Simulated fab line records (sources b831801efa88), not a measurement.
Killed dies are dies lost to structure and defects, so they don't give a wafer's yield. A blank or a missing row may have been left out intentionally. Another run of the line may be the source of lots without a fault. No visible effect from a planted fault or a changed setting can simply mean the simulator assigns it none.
Split-lot trial || flow sky130 || on a route of 708 steps: 5 lots, 23 wafers read

== ON THE SPLIT ==
At SKY_SD_N_COAT_02 (resist thk 1140 nm), the setting resist-thk-nm was moved away from the recipe's 1140 nm on 7 of the 23 wafers read, by -5.4% to +5.5%. The other wafers ran this setting at the recipe's value.

== FROM THE SPLIT TO THE READING: what the file shows between them, 4 steps ==
- SKY_SD_N_SOFTBAKE_03: time 60 s
- SKY_SD_N_EXPOSE_04: exposes mask NSDM, target cd 380 nm
- SKY_SD_N_PEB_05
- SKY_SD_N_DEVELOP_06: develop time 60 s

== THE READING ==
cd-nm, in nm, at SKY_SD_N_CD_MEAS_07 (target cd 380 nm). Fault-free wafers of this fab line usually give 379.3 nm, standard deviation 2.4 nm.

{"wafer": "L074.1", "tool, chamber at the split": "litho-track-02, 0", "resist-thk-nm as run, nm": 1140, "against the recipe": "recipe", "cd-nm, nm": 381.0, "against lot-mates on the recipe": "-"}
{"wafer": "L074.2", "tool, chamber at the split": "litho-track-02, 0", "resist-thk-nm as run, nm": 1119, "against the recipe": "-1.8%", "cd-nm, nm": 385.0, "against lot-mates on the recipe": "+2.8"}
{"wafer": "L074.3", "tool, chamber at the split": "litho-track-02, 0", "resist-thk-nm as run, nm": 1119, "against the recipe": "-1.8%", "cd-nm, nm": 384.0, "against lot-mates on the recipe": "+1.8"}
{"wafer": "L074.4", "tool, chamber at the split": "litho-track-02, 0", "resist-thk-nm as run, nm": 1140, "against the recipe": "recipe", "cd-nm, nm": 383.4, "against lot-mates on the recipe": "-"}
{"wafer": "L074.6", "tool, chamber at the split": "litho-track-02, 0", "resist-thk-nm as run, nm": 1119, "against the recipe": "-1.8%", "cd-nm, nm": 382.9, "against lot-mates on the recipe": "+0.7"}
{"wafer": "L077.1", "tool, chamber at the split": "litho-track-02, 0", "resist-thk-nm as run, nm": 1203, "against the recipe": "+5.5%", "cd-nm, nm": 373.6, "against lot-mates on the recipe": -7.3}
{"wafer": "L077.2", "tool, chamber at the split": "litho-track-02, 0", "resist-thk-nm as run, nm": 1140, "against the recipe": "recipe", "cd-nm, nm": 380.8, "against lot-mates on the recipe": "-"}
{"wafer": "L077.3", "tool, chamber at the split": "litho-track-02, 0", "resist-thk-nm as run, nm": 1140, "against the recipe": "recipe", "cd-nm, nm": 380.4, "against lot-mates on the recipe": "-"}
{"wafer": "L077.4", "tool, chamber at the split": "litho-track-02, 0", "resist-thk-nm as run, nm": 1140, "against the recipe": "recipe", "cd-nm, nm": 381.4, "against lot-mates on the recipe": "-"}
{"wafer": "L077.5", "tool, chamber at the split": "litho-track-02, 0", "resist-thk-nm as run, nm": 1203, "against the recipe": "+5.5%", "cd-nm, nm": 376.0, "against lot-mates on the recipe": -4.9}
{"wafer": "L079.1", "tool, chamber at the split": "litho-track-01, 0", "resist-thk-nm as run, nm": 1140, "against the recipe": "recipe", "cd-nm, nm": 380.2, "against lot-mates on the recipe": "-"}
{"wafer": "L079.4", "tool, chamber at the split": "litho-track-01, 0", "resist-thk-nm as run, nm": 1140, "against the recipe": "recipe", "cd-nm, nm": 381.9, "against lot-mates on the recipe": "-"}
{"wafer": "L079.5", "tool, chamber at the split": "litho-track-01, 0", "resist-thk-nm as run, nm": 1140, "against the recipe": "recipe", "cd-nm, nm": 380.3, "against lot-mates on the recipe": "-"}
{"wafer": "L080.1", "tool, chamber at the split": "litho-track-04, 0", "resist-thk-nm as run, nm": 1079, "against the recipe": "-5.4%", "cd-nm, nm": 384.4, "against lot-mates on the recipe": "+5.9"}
{"wafer": "L080.2", "tool, chamber at the split": "litho-track-04, 0", "resist-thk-nm as run, nm": 1140, "against the recipe": "recipe", "cd-nm, nm": 377.9, "against lot-mates on the recipe": "-"}
{"wafer": "L080.4", "tool, chamber at the split": "litho-track-04, 0", "resist-thk-nm as run, nm": 1079, "against the recipe": "-5.4%", "cd-nm, nm": 384.9, "against lot-mates on the recipe": "+6.4"}
{"wafer": "L080.5", "tool, chamber at the split": "litho-track-04, 0", "resist-thk-nm as run, nm": 1140, "against the recipe": "recipe", "cd-nm, nm": 378.9, "against lot-mates on the recipe": "-"}
{"wafer": "L080.6", "tool, chamber at the split": "litho-track-04, 0", "resist-thk-nm as run, nm": 1140, "against the recipe": "recipe", "cd-nm, nm": 378.6, "against lot-mates on the recipe": "-"}
{"wafer": "L085.1", "tool, chamber at the split": "litho-track-04, 0", "resist-thk-nm as run, nm": 1140, "against the recipe": "recipe", "cd-nm, nm": 382.3, "against lot-mates on the recipe": "-"}
{"wafer": "L085.2", "tool, chamber at the split": "litho-track-04, 0", "resist-thk-nm as run, nm": 1140, "against the recipe": "recipe", "cd-nm, nm": 381.1, "against lot-mates on the recipe": "-"}
{"wafer": "L085.3", "tool, chamber at the split": "litho-track-04, 0", "resist-thk-nm as run, nm": 1140, "against the recipe": "recipe", "cd-nm, nm": 382.9, "against lot-mates on the recipe": "-"}
{"wafer": "L085.4", "tool, chamber at the split": "litho-track-04, 0", "resist-thk-nm as run, nm": 1140, "against the recipe": "recipe", "cd-nm, nm": 383.8, "against lot-mates on the recipe": "-"}
{"wafer": "L085.6", "tool, chamber at the split": "litho-track-04, 0", "resist-thk-nm as run, nm": 1140, "against the recipe": "recipe", "cd-nm, nm": 380.0, "against lot-mates on the recipe": "-"}

THE FIT
A straight line over all 23 wafers: cd-nm changes by -0.969 nm for each +1% of resist-thk-nm; r = -0.82; the points scatter about the line by 1.7 nm.
The same after taking each lot's own level away (the mean of its wafers on the recipe; 23 wafers): -1.11 nm for each +1%; r = -0.94; scatter 0.98 nm.
Per that fit: largest resist-thk-nm move, reading shift of 6.2 nm.
The lots' own levels span 378.47 to 382.20 nm, that is 1.6 times the standard deviation above.
Hence the slope depends on the lot-to-lot level, as the two fits are not the same.
Check: with one of the wafers moved furthest among these (+5.5%) left out of the fit, the line predicts -5.68 nm for it against its lot-mates. Against them it came out at -7.27 nm.

== ADDITIONAL SPLITS CARRIED BY THESE WAFERS ==
Note: prior to the reading, these wafers also went through further splits. Each is held against what the fit with the lots' levels taken away leaves over:
{"other split on the same wafers": "SKY_LDD_HVN_IMPLANT_08 dose-cm2", "wafers away from the commonest value": 4, "r with cd-nm (lot level and that fit taken away)": "+0.16"}
{"other split on the same wafers": "SKY_LDD_HVP_COAT_02 spin-rpm", "wafers away from the commonest value": 8, "r with cd-nm (lot level and that fit taken away)": -0.19}
{"other split on the same wafers": "SKY_LDD_LDN_COAT_02 resist-thk-nm", "wafers away from the commonest value": 6, "r with cd-nm (lot level and that fit taken away)": -0.07}
{"other split on the same wafers": "SKY_LDD_LDN_IMPLANT_11 dose-cm2", "wafers away from the commonest value": 7, "r with cd-nm (lot level and that fit taken away)": "+0.19"}
{"other split on the same wafers": "SKY_SD_P_EXPOSE_04 dose-mj", "wafers away from the commonest value": 5, "r with cd-nm (lot level and that fit taken away)": -0.02}

== THE WHOLE CHAIN: every reading that the file lists as answering this split, in the file's order ==
{"step": "SKY_SD_N_COAT_02", "what it does": "resist thk 1140 nm", "reading": "NOVOLAK_of_SD_N_COAT_02.thk-nm (the simulator's own value, which no gauge read)", "change (the file's fit)": "+11.4 nm for each +1% of the setting", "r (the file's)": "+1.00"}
{"step": "SKY_SD_N_CD_MEAS_07", "what it does": "target cd 380 nm", "reading": "cd-nm", "change (the file's fit)": "-1.12 nm for each +1% of the setting", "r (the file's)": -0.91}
{"step": "SKY_SD_N_STRIP_11", "what it does": "strips in O2/N2", "reading": "strip-time-to-endpoint-s", "change (the file's fit)": "withheld for each +1% of the setting, in a fit together with power-w@SD_N_STRIP_11", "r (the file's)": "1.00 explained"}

== FILE'S OWN FIT ==
cd-nm changes by -1.12 nm for each +1% of resist-thk-nm, r = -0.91.
